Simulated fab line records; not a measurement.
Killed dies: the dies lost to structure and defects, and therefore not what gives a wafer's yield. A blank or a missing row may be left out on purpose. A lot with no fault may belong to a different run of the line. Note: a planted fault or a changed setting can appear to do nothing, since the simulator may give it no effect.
What tool caused it? -- flow sfqLine -- 7 lots, 21 wafers sampled, at 1 step of a route of 325

== WHAT THE GAUGES SHOWED, per wafer ==
SFQ_INCOMING_BOW_MEAS_900.
lot,measured,on,INCOMING_BOW (um)
L558,day 1 20:00,filmMetro-04,3 1 -2
L560,day 2 06:00,filmMetro-04,4 -2 3
L563,day 2 21:01,filmMetro-04,-11 9 -10
L565,day 3 07:00,filmMetro-01,-1 2 -8
L571,day 4 13:02,filmMetro-02,0 5 5
L577,day 5 19:00,filmMetro-04,3 -8 -1
L579,day 6 05:00,filmMetro-04,-4 -3 -2

== TOOL THAT RAN EACH LOT (tool first, then ch and the chambers of the sampled wafers, then the start) ==
The record holds no process step before these readings.

== THE ANSWER, worked out from the rows above alone ==
Rule: usual is defined by the lots themselves. The widest of any qualifying gaps counts: lots, ordered by their means at a reading, are off when they make up no more than a third of the lots, leave a main group of 4 or more, and stand apart from it by 3 or more times the standard deviation of that group's means. A main group is skipped when, at the precision printed for the reading in the tables above, its means are all equal. A lot without any number at a reading at which 4 lots or more have one is off too. All remaining lots with rows at the step are treated as sound.
No lot is off at any reading shown: from this, nothing can be told.

== WHAT HAD BEEN PUT IN BY THE SIMULATOR ==
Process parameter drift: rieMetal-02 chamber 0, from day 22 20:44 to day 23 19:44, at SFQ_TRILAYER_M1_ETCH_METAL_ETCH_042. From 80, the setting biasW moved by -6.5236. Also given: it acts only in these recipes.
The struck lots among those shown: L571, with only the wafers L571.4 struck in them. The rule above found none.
